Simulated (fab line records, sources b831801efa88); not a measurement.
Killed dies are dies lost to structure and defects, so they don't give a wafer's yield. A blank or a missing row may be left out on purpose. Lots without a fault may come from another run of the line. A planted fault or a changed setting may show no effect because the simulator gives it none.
Which tool did it? | flow gf180mcu | 15 lots, 45 wafers sampled, at 2 steps of a route of 602

WHAT THE GAUGES READ, wafer by wafer
GF_V1_BOW_MEAS_05. Usual: V1_BOW 83 um, standard deviation 8.2.
lot  | measured     | on            | V1_BOW (um) | flag
L745 | day 17 23:02 | film_metro-04 | 87 92 77    |
L747 | day 18 16:50 | film_metro-04 | 89 75 84    |
L749 | day 18 21:29 | film_metro-03 | 73 82 95    |
L751 | day 19 09:58 | film_metro-01 | 68 80 70    |
L750 | day 19 15:01 | film_metro-04 | 91 95 78    |
L754 | day 20 14:27 | film_metro-03 | 80 77 92    |
L752 | day 20 15:02 | film_metro-04 | 72 76 77    |
L755 | day 20 23:51 | film_metro-04 | 74 80 75    |
L756 | day 21 06:00 | film_metro-01 | 87 80 89    |
L757 | day 21 14:49 | film_metro-03 | 93 99 100   |
L758 | day 22 01:22 | film_metro-03 | 81 67 86    |
L764 | day 23 19:47 | film_metro-03 | 84 88 76    |
L765 | day 24 07:38 | film_metro-03 | 89 88 94    |
L766 | day 24 09:58 | film_metro-04 | 84 87 81    |
L768 | day 24 23:55 | film_metro-01 | 79 88 95    |

GF_M2_THK_MEAS_06: measures by xrf. Usual: M2_ALCU_THK 455 nm, standard deviation 5.5.
lot  | measured     | on            | M2_ALCU_THK (nm) | flag
L745 | day 19 01:00 | film_metro-04 | 458 456 459      |
L747 | day 19 18:46 | film_metro-04 | 453 452 461      |
L749 | day 20 00:32 | film_metro-04 | 453 459 453      |
L751 | day 20 12:07 | film_metro-04 | 451 448 450      |
L750 | day 20 17:32 | film_metro-03 | 461 466 467      |
L754 | day 21 16:35 | film_metro-04 | 440 448 451      |
L752 | day 21 17:15 | film_metro-02 | 449 455 451      |
L755 | day 22 01:29 | film_metro-02 | 447 451 452      |
L756 | day 22 07:29 | film_metro-04 | 450 446 458      |
L757 | day 23 00:41 | film_metro-03 | 446 451 452      |
L758 | day 23 02:09 | film_metro-02 | 457 456 456      |
L764 | day 24 19:29 | film_metro-03 | 458 456 456      |
L765 | day 25 07:03 | film_metro-04 | 453 451 455      |
L766 | day 25 09:12 | film_metro-02 | 456 460 457      |
L768 | day 25 23:19 | film_metro-02 | 449 450 453      |

WHICH TOOL RAN EACH LOT (tool, then ch and the chambers of the sampled wafers, then the start)
The record holds no process step before these readings.

WHAT THE TOOLS THEMSELVES READ (means of the sampled wafers that have a number; where no wafer has one, the mark that the record gives instead)
The record holds no such reading with a usual standard deviation.

THE ANSWER, worked out from the rows above alone
Rule: a lot is off if the mean of its wafers that have a number lies more than 3 standard deviations from the usual mean. A lot without any number at a reading at which 4 lots or more have one is off too. The other lots that the step has rows for count as sound. The gauges are gone through in route order, then the tools' own readings, and for those a lot's mean is taken as printed above. The first step at which some lot is off is used, and at that step the reading that is off furthest; a lot without a number counts as furthest.
No lot is off at any reading shown: from this, nothing can be told.

WHAT THE SIMULATOR HAD PUT IN
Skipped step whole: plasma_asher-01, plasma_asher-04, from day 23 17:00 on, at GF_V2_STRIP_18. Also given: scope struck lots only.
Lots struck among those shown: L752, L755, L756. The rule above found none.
